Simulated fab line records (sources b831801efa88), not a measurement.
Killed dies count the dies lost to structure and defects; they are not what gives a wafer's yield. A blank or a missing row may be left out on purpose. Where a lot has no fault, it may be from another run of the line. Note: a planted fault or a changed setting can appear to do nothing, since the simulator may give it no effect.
fab line records    flow gf180mcu
record lots=15  wafers=45  last-day=34
route steps=602 shown M4@459 V4@480 M5@535
lots untouched by any fault: they come from a run of this same line in which no faults occurred
start-h: start of the lot's first displayed wafer, in hours after the record's first day    wait-h: hours since the lot's step before    " same as the row above    L1.1+2: a row that stands for several wafers    - no value, or no start given    * or withheld: withheld    < > ~ a bound
route shown NAME@n: NAME is a module with steps in the file, n the number in the route of the first one    usual: mean/standard deviation taken from wafers without a fault    same: alike in all rows    chamber/n: place in a boat    sites: per-site readings    _std_site: the values' standard deviation    _edge_site: outer sites' mean less inner sites'    radius-mm: how far each site lies from the wafer's centre    mask NAME#n: copy n    behind: the last tool/chamber to shape the wafer    hold: the reason the lot was held/the length of the hold in hours/how it ended    device: names the non-switching transistor (n, p or np)    end of line: tests of these same wafers at the route's end    a step with no rows: only its recipe    killed: count of dies lost to structure and defects at first sort (not the wafer's yield)    map: a wafer's dies, marking killed ones x, the rest . and places with no die _
set.NAME: the setting that was run; set.NAME@STEP: the one run at that earlier step    model.NAME: the simulator's own value behind a step, which no gauge read
route steps across a sampled set of lots; one table per step, one row per wafer
services: a tool's chamber out of use, with start hour (start-h, from the record's first day; less than 0 if before it), hours out, and reason
## steps
# step GF_M4_SPUTTER_03
# recipe material=Ti  target-thk-nm=10  substrate-temp-c=300  chamber-pressure-pa=0.3  power-w=3000  time-s=6.7
# usual throttle-valve-pct=30.4/0.67
lot.wafer  tool            chamber  start-h  wait-h  throttle-valve-pct
L601.1     pvd-sputter-02  -        511.61   0.0     30.6
L601.2     "               -        "        "       30.6
L601.5     "               -        "        "       30.4
L603.1     pvd-sputter-01  -        533.56   0.0     30.0
L603.2     "               -        "        "       30.4
L603.5     "               -        "        "       30.3
L604.2     pvd-sputter-03  -        540.34   0.0     31.0
L604.3     "               -        "        "       31.6
L604.5     "               -        "        "       30.6
L606.3     pvd-sputter-03  -        561.55   0.0     31.6
L606.4     "               -        "        "       29.4
L606.6     "               -        "        "       31.7
L607.1     pvd-sputter-03  -        564.97   0.0     31.8
L607.3     "               -        "        "       30.5
L607.6     "               -        "        "       29.3
L608.3     pvd-sputter-03  -        576.96   0.0     30.4
L608.5     "               -        "        "       31.5
L608.6     "               -        "        "       30.5
L609.1     pvd-sputter-03  -        585.36   0.0     29.2
L609.4     "               -        "        "       30.5
L609.5     "               -        "        "       29.1
L612.4     pvd-sputter-03  -        608.97   0.0     31.1
L612.5     "               -        "        "       31.8
L612.6     "               -        "        "       30.5
L614.1     pvd-sputter-02  -        623.70   0.0     30.9
L614.3     "               -        "        "       30.6
L614.6     "               -        "        "       30.6
L615.2     pvd-sputter-01  -        627.08   0.0     29.9
L615.3     "               -        "        "       29.4
L615.5     "               -        "        "       30.2
L616.1     pvd-sputter-02  -        639.41   0.0     30.1
L616.4     "               -        "        "       30.7
L616.5     "               -        "        "       30.4
L619.1     pvd-sputter-02  -        659.50   0.0     30.1
L619.3     "               -        "        "       30.7
L619.5     "               -        "        "       30.4
L620.3     pvd-sputter-01  -        664.96   0.0     30.1
L620.4     "               -        "        "       30.5
L620.5     "               -        "        "       29.7
L622.1     pvd-sputter-01  -        679.05   0.0     29.2
L622.2     "               -        "        "       29.8
L622.6     "               -        "        "       30.0
L624.1     pvd-sputter-01  -        692.46   0.0     29.5
L624.2     "               -        "        "       29.7
L624.6     "               -        "        "       30.2
# step GF_M4_STRIP_17
# recipe chemistry=O2/N2  power-w=1400  pressure-mtorr=1500  platen-temp-c=250  o2-flow-sccm=3000  n2-flow-sccm=300  overash-fraction=0.5
# usual drypump-motor-current-A=5.8/0.55  heater-power-w=311/41  oes-product-au=0.558/0.0045  strip-time-to-endpoint-s=7.87/0.04
lot.wafer  tool             chamber  start-h  wait-h  drypump-motor-current-A  heater-power-w  oes-product-au  rf-hours-counter-h  strip-time-to-endpoint-s
L601.1     plasma-asher-03  1        534.76   0.2     6.5                      366             0.556           91                  7.92
L601.2     "                0        "        "       6.2                      246             0.557           91                  7.89
L601.5     "                0        "        "       6.3                      256             0.567           -                   7.89
L603.1     plasma-asher-04  0        556.45   0.1     6.3                      302             0.567           76                  7.90
L603.2     "                1        "        "       5.3                      314             0.554           76                  7.90
L603.5     "                1        "        "       5.3                      315             0.549           -                   7.85
L604.2     plasma-asher-01  1        562.52   0.1     5.0                      345             0.558           44                  7.86
L604.3     "                0        "        "       5.5                      291             0.552           -                   7.82
L604.5     "                1        "        "       5.0                      340             0.556           -                   7.86
L606.3     plasma-asher-04  1        583.14   0.1     5.3                      318             0.556           -                   7.94
L606.4     "                0        "        "       6.3                      300             0.557           -                   7.88
L606.6     "                1        "        "       5.3                      325             0.562           -                   7.91
L607.1     plasma-asher-03  0        586.75   0.1     6.2                      249             0.564           98                  7.87
L607.3     "                0        "        "       6.2                      245             0.561           -                   7.87
L607.6     "                0        "        "       6.3                      256             0.567           -                   7.88
L608.3     plasma-asher-01  0        598.44   0.1     5.5                      284             0.563           -                   7.88
L608.5     "                0        "        "       5.5                      285             0.556           -                   7.87
L608.6     "                1        "        "       5.0                      349             0.557           -                   7.90
L609.1     plasma-asher-04  0        606.12   0.1     6.2                      297             0.560           82                  7.91
L609.4     "                0        "        "       6.3                      299             0.549           -                   7.82
L609.5     "                0        "        "       6.3                      298             0.560           -                   7.89
L612.4     plasma-asher-03  0        629.04   0.1     6.2                      254             0.553           -                   7.92
L612.5     "                0        "        "       6.2                      254             0.564           -                   7.88
L612.6     "                1        "        "       6.5                      355             0.560           -                   7.92
L614.1     plasma-asher-01  0        644.16   0.1     5.6                      293             0.562           52                  7.87
L614.3     "                1        "        "       5.0                      342             0.558           -                   7.87
L614.6     "                1        "        "       5.0                      344             0.560           -                   7.84
L615.2     plasma-asher-04  1        647.71   0.1     5.3                      321             0.563           87                  7.90
L615.3     "                0        "        "       6.3                      303             0.550           -                   7.88
L615.5     "                0        "        "       6.3                      302             0.552           -                   7.87
L616.1     plasma-asher-01  1        658.80   0.1     5.1                      346             0.558           54                  7.90
L616.4     "                1        "        "       5.1                      348             0.556           -                   7.93
L616.5     "                1        "        "       5.0                      343             0.561           -                   7.86
L619.1     plasma-asher-01  1        679.16   0.1     5.0                      340             0.552           56                  7.83
L619.3     "                0        "        "       5.5                      287             0.560           -                   7.86
L619.5     "                1        "        "       5.0                      350             0.556           -                   7.82
L620.3     plasma-asher-03  1        684.44   0.1     6.5                      360             0.566           -                   7.83
L620.4     "                0        "        "       6.3                      249             0.558           -                   7.85
L620.5     "                0        "        "       6.2                      250             0.560           -                   7.84
L622.1     plasma-asher-01  1        698.00   0.1     5.0                      348             0.558           58                  7.84
L622.2     "                0        "        "       5.5                      279             0.561           58                  7.83
L622.6     "                1        "        "       5.0                      339             0.560           -                   7.86
L624.1     plasma-asher-01  0        711.11   0.2     5.5                      289             0.555           60                  7.80
L624.2     "                1        "        "       5.0                      342             0.550           60                  7.82
L624.6     "                1        "        "       5.0                      340             0.554           -                   7.82
# step GF_V4_CMP_04
# recipe material=SiO2  down-force-psi=4  platen-rpm=60  pad-velocity-m-s=0.94248
# usual head-pressure-psi=4.001/0.008  motor-current-A=12.0/1.3  time-to-endpoint-s=80/4.6
lot.wafer  tool    chamber  start-h  wait-h  head-pressure-psi  motor-current-A  time-to-endpoint-s
L601.2     cmp-01  3        535.65   0.1     3.996              11.4             80
L601.1     "       0        "        "       4.002              11.1             82
L601.5     "       3        "        "       3.997              11.0             86
L603.2     cmp-02  3        557.29   0.1     3.998              14.6             78
L603.1     "       0        "        "       4.005              10.7             76
L603.5     "       2        "        "       3.998              12.8             81
L604.2     cmp-01  2        563.31   0.0     3.994              12.1             80
L604.3     "       3        "        "       3.989              11.0             82
L604.5     "       3        "        "       4.009              10.8             84
L606.4     cmp-01  1        583.96   0.1     3.998              11.5             87
L606.3     "       3        "        "       4.009              11.5             84
L606.6     "       1        "        "       4.000              11.5             81
L607.3     cmp-02  0        587.55   0.0     3.995              10.8             78
L607.1     "       1        "        "       3.994              11.5             73
L607.6     "       1        "        "       4.005              12.1             84
L608.3     cmp-01  0        599.40   0.2     4.006              10.7             82
L608.6     "       1        "        "       4.001              11.6             86
L608.5     "       2        "        "       4.019              12.3             87
L609.1     cmp-02  3        607.00   0.1     4.007              14.4             70
L609.4     "       1        "        "       4.010              11.2             78
L609.5     "       3        "        "       3.998              14.5             77
L612.4     cmp-02  2        629.97   0.1     4.010              13.0             75
L612.5     "       1        "        "       4.009              12.3             79
L612.6     "       2        "        "       4.002              12.9             82
L614.3     cmp-01  1        644.98   0.0     3.994              11.5             81
L614.1     "       0        "        "       4.006              11.2             78
L614.6     "       2        "        "       4.005              12.4             82
L615.2     cmp-01  0        648.50   0.0     3.996              11.2             76
L615.3     "       3        "        "       3.999              11.1             79
L615.5     "       1        "        "       3.993              11.2             77
L616.4     cmp-02  3        659.59   0.0     4.006              13.7             79
L616.1     "       2        "        "       4.006              13.3             70
L616.5     "       3        "        "       3.999              14.8             75
L619.3     cmp-02  0        680.10   0.2     4.019              10.9             82
L619.1     "       2        "        "       3.998              13.1             77
L619.5     "       0        "        "       4.014              10.8             83
L620.4     cmp-02  0        685.26   0.1     4.000              10.7             83
L620.3     "       2        "        "       3.989              12.0             77
L620.5     "       3        "        "       4.013              14.7             77
L622.1     cmp-02  3        698.79   0.1     3.994              14.4             81
L622.2     "       2        "        "       4.006              13.3             75
L622.6     "       0        "        "       4.003              10.4             86
L624.1     cmp-02  1        711.91   0.1     4.007              12.0             72
L624.2     "       0        "        "       4.014              10.3             80
L624.6     "       1        "        "       3.995              11.6             78
# step GF_M5_ETCH_09
# recipe chemistry=CF4/O2  target=Si3N4  target-depth-nm=52  source-w=800  bias-w=150  pressure-mtorr=150  cf4-flow-sccm=80  O2_flow_sccm=10  time-s=11.6
# usual O2_flow_sccm=10.00/0.032  bias-w=150.0/0.43  drypump-motor-current-A=5.6/0.36  oes-product-au=1.000/0.0072  throttle-valve-pct=5.971/0.0091
lot.wafer  tool         chamber  start-h  wait-h  O2_flow_sccm  bias-w  drypump-motor-current-A  oes-product-au  rf-hours-counter-h  throttle-valve-pct
L601.1     rie-diel-02  1        603.05   0.0     10.00         150.5   4.7                      1.000           45                  5.965
L601.2     "            2        "        "       10.00         150.1   6.1                      1.003           1                   5.968
L601.5     "            1        "        "       10.00         150.3   4.7                      1.001           -                   5.984
L603.1     rie-diel-02  0        622.99   0.0     10.01         150.0   5.6                      1.001           5                   5.967
L603.2     "            1        "        "       9.96          150.9   4.7                      0.982           46                  5.967
L603.5     "            3        "        "       9.98          150.1   5.3                      1.005           -                   5.960
L604.2     rie-diel-02  0        629.19   0.0     10.03         149.8   5.6                      0.997           5                   5.989
L604.3     "            3        "        "       10.04         150.8   5.3                      1.011           11                  5.969
L604.5     "            3        "        "       9.99          149.9   5.3                      1.005           -                   5.971
L606.3     rie-diel-01  1        647.94   0.0     10.04         149.7   5.9                      0.979           2                   5.976
L606.4     "            2        "        "       10.03         150.9   5.9                      0.990           9                   5.973
L606.6     "            3        "        "       10.00         150.1   5.8                      0.989           -                   5.983
L607.1     rie-diel-03  3        650.84   0.0     10.01         149.7   6.1                      0.987           31                  5.973
L607.3     "            2        "        "       10.06         150.1   5.3                      1.001           9                   5.981
L607.6     "            1        "        "       10.01         148.7   5.4                      0.987           -                   5.959
L608.3     rie-diel-02  3        661.89   0.0     10.05         150.2   5.3                      1.010           11                  5.964
L608.5     "            3        "        "       10.03         150.1   5.3                      1.003           -                   5.962
L608.6     "            0        "        "       9.96          149.8   5.6                      1.004           -                   5.982
L609.1     rie-diel-02  3        668.83   0.0     9.99          150.2   5.3                      1.009           12                  5.971
L609.4     "            1        "        "       10.07         150.4   4.7                      0.985           47                  5.970
L609.5     "            2        "        "       9.96          149.9   6.1                      1.003           -                   5.983
L612.4     rie-diel-03  2        690.79   0.0     10.00         150.2   5.2                      0.999           11                  5.959
L612.5     "            3        "        "       9.99          149.4   6.1                      0.985           -                   5.952
L612.6     "            0        "        "       10.03         150.3   5.7                      1.001           -                   5.979
L614.1     rie-diel-03  2        706.16   0.0     -             -       -                        -               -                   -
L614.3     "            1        "        "       -             -       -                        -               -                   -
L614.6     "            2        "        "       -             -       -                        -               -                   -
L615.2     rie-diel-01  3        707.74   0.0     -             -       -                        -               -                   -
L615.3     "            1        "        "       -             -       -                        -               -                   -
L615.5     "            0        "        "       -             -       -                        -               -                   -
L616.1     rie-diel-02  0        718.24   0.0     -             -       -                        -               -                   -
L616.4     "            2        "        "       -             -       -                        -               -                   -
L616.5     "            3        "        "       -             -       -                        -               -                   -
L619.1     rie-diel-01  3        736.99   0.0     10.02         149.7   5.8                      1.000           7                   5.958
L619.3     "            0        "        "       9.96          150.1   5.5                      1.002           19                  5.965
L619.5     "            3        "        "       9.99          149.7   5.8                      0.994           -                   5.956
L620.3     rie-diel-01  3        741.68   0.0     10.04         149.8   5.8                      0.992           7                   5.964
L620.4     "            1        "        "       9.99          149.2   5.9                      1.004           6                   5.974
L620.5     "            0        "        "       9.99          150.7   5.5                      0.992           -                   5.977
L622.1     rie-diel-02  2        753.54   0.0     9.94          150.2   6.1                      0.996           7                   5.970
L622.2     "            0        "        "       9.98          150.5   5.6                      1.003           10                  5.982
L622.6     "            0        "        "       9.95          150.3   5.6                      1.004           -                   5.968
L624.1     rie-diel-03  1        766.04   0.0     10.01         150.2   5.4                      1.006           14                  5.967
L624.2     "            3        "        "       9.97          149.9   6.1                      0.990           35                  5.965
L624.6     "            2        "        "       9.98          150.0   5.2                      1.007           -                   5.974
# step GF_M5_STRIP_11
# recipe chemistry=O2/N2  power-w=1400  pressure-mtorr=1500  platen-temp-c=250  o2-flow-sccm=3000  n2-flow-sccm=300  overash-fraction=0.5
# usual drypump-motor-current-A=5.6/0.42  heater-power-w=317/40  oes-product-au=0.544/0.0043  strip-time-to-endpoint-s=7.54/0.03
lot.wafer  tool             chamber  start-h  wait-h  drypump-motor-current-A  heater-power-w  oes-product-au  rf-hours-counter-h  strip-time-to-endpoint-s
L601.1     plasma-asher-01  1        603.18   0.1     5.0                      340             0.546           48                  7.52
L601.2     "                0        "        "       5.5                      280             0.543           48                  7.55
L601.5     "                0        "        "       5.5                      285             0.545           -                   7.48
L603.1     plasma-asher-04  0        623.13   0.1     6.3                      301             0.547           84                  7.60
L603.2     "                1        "        "       5.3                      320             0.547           84                  7.57
L603.5     "                1        "        "       5.3                      325             0.553           -                   7.54
L604.2     plasma-asher-04  0        629.32   0.1     6.3                      295             0.542           85                  7.52
L604.3     "                0        "        "       6.3                      299             0.545           -                   7.57
L604.5     "                0        "        "       6.3                      305             0.541           -                   7.48
L606.3     plasma-asher-02  0        648.11   0.1     5.4                      369             0.555           -                   7.57
L606.4     "                1        "        "       5.9                      265             0.550           -                   7.57
L606.6     "                1        "        "       5.9                      275             0.547           -                   7.55
L607.1     plasma-asher-04  0        650.97   0.1     6.2                      296             0.546           87                  7.56
L607.3     "                1        "        "       5.3                      312             0.544           -                   7.57
L607.6     "                1        "        "       5.3                      311             0.548           -                   7.59
L608.3     plasma-asher-01  1        662.06   0.1     5.0                      348             0.549           -                   7.50
L608.5     "                0        "        "       5.5                      282             0.537           -                   7.56
L608.6     "                1        "        "       5.0                      349             0.551           -                   7.54
L609.1     plasma-asher-02  0        668.97   0.1     5.4                      380             0.543           22                  7.51
L609.4     "                1        "        "       5.9                      266             0.550           -                   7.59
L609.5     "                0        "        "       5.4                      379             0.549           -                   7.57
L612.4     plasma-asher-02  0        690.96   0.1     5.3                      387             0.546           -                   7.54
L612.5     "                1        "        "       5.9                      259             0.541           -                   7.49
L612.6     "                0        "        "       5.4                      383             0.556           -                   7.53
L614.1     plasma-asher-01  1        706.29   0.1     5.0                      348             0.553           59                  7.84
L614.3     "                1        "        "       5.0                      355             0.550           -                   7.83
L614.6     "                1        "        "       5.1                      359             0.551           -                   7.83
L615.2     plasma-asher-01  1        707.88   0.1     5.0                      349             0.551           59                  7.89
L615.3     "                0        "        "       5.5                      288             0.557           -                   7.92
L615.5     "                1        "        "       5.0                      353             0.556           -                   7.91
L616.1     plasma-asher-02  0        718.49   0.2     5.4                      386             0.559           29                  7.92
L616.4     "                1        "        "       5.9                      261             0.556           -                   7.87
L616.5     "                0        "        "       5.4                      378             0.556           -                   7.86
L619.1     plasma-asher-04  0        737.13   0.1     6.3                      309             0.546           96                  7.57
L619.3     "                0        "        "       6.3                      308             0.540           -                   7.59
L619.5     "                1        "        "       5.3                      317             0.551           -                   7.58
L620.3     plasma-asher-01  0        741.85   0.1     5.5                      285             0.545           -                   7.49
L620.4     "                1        "        "       5.0                      349             0.542           -                   7.53
L620.5     "                1        "        "       5.0                      353             0.549           -                   7.50
L622.1     plasma-asher-02  1        753.68   0.1     5.9                      269             0.544           33                  7.53
L622.2     "                0        "        "       5.4                      380             0.541           33                  7.54
L622.6     "                1        "        "       6.0                      261             0.546           -                   7.54
L624.1     plasma-asher-04  0        766.18   0.1     6.3                      301             0.544           99                  7.51
L624.2     "                1        "        "       5.3                      322             0.541           99                  7.53
L624.6     "                1        "        "       5.3                      325             0.543           -                   7.56
## services
tool             chamber  start-h  hours  kind
rie-diel-02      3        496.07   3.3    repair
rie-diel-02      1        496.17   4.0    repair
cmp-02           -        510.26   17.4   pm
rie-diel-02      -        529.23   2.8    pm
cmp-02           -        534.16   1.7    repair
rie-diel-02      2        535.74   2.2    repair
plasma-asher-01  -        540.73   18.3   repair
cmp-01           -        542.74   15.3   pm
cmp-01           -        565.78   4.6    repair
rie-diel-02      3        566.31   2.5    repair
cmp-02           -        567.36   0.5    repair
cmp-02           -        572.00   4.0    pm
rie-diel-02      3        616.61   3.6    repair
rie-diel-02      3        630.17   5.3    repair
cmp-02           -        630.74   3.7    pm
plasma-asher-01  -        638.33   5.4    repair
rie-diel-02      0        662.18   2.2    repair
cmp-01           -        678.15   1.9    repair
cmp-02           -        688.41   1.1    repair
pvd-sputter-03   -        691.60   4.9    repair
cmp-02           -        692.62   6.1    pm
cmp-01           -        704.51   5.8    pm
plasma-asher-04  -        705.93   1.4    repair
rie-diel-02      -        765.81   14.6   pm
## key
first-sign step=GF_M5_ETCH_09  reading=tool-record  direction=missing
effect step=GF_M5_STRIP_11  reading=strip-time-to-endpoint-s  direction=up  sigmas=11  usual=*  struck=*
met-at GF_M5_ETCH_09
struck-lots L614,L615,L616
later-rows-left-out L614.1,L614.3,L614.6,L615.2,L615.3,L615.5,L616.1,L616.4,L616.5
sort-left-out L614.1,L614.3,L614.6,L615.2,L615.3,L615.5,L616.1,L616.4,L616.5
not-acting-at GF_M4_SPUTTER_03,GF_M4_STRIP_17,GF_V4_CMP_04
onset-between 690.79 706.16
fault kind=skipped-step-whole  tool=rie-diel-01,rie-diel-02,rie-diel-03  chamber=-  onset-h=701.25  steps=GF_M5_ETCH_09  scope=struck-lots-only
# sort-left-out: the simulated sort isn't trusted on such a fault, so these wafers' sort isn't shown, and their yield isn't known
# later-rows-left-out: the simulator's readings of these wafers behind a module that went badly wrong aren't trusted and aren't shown, but for the sort
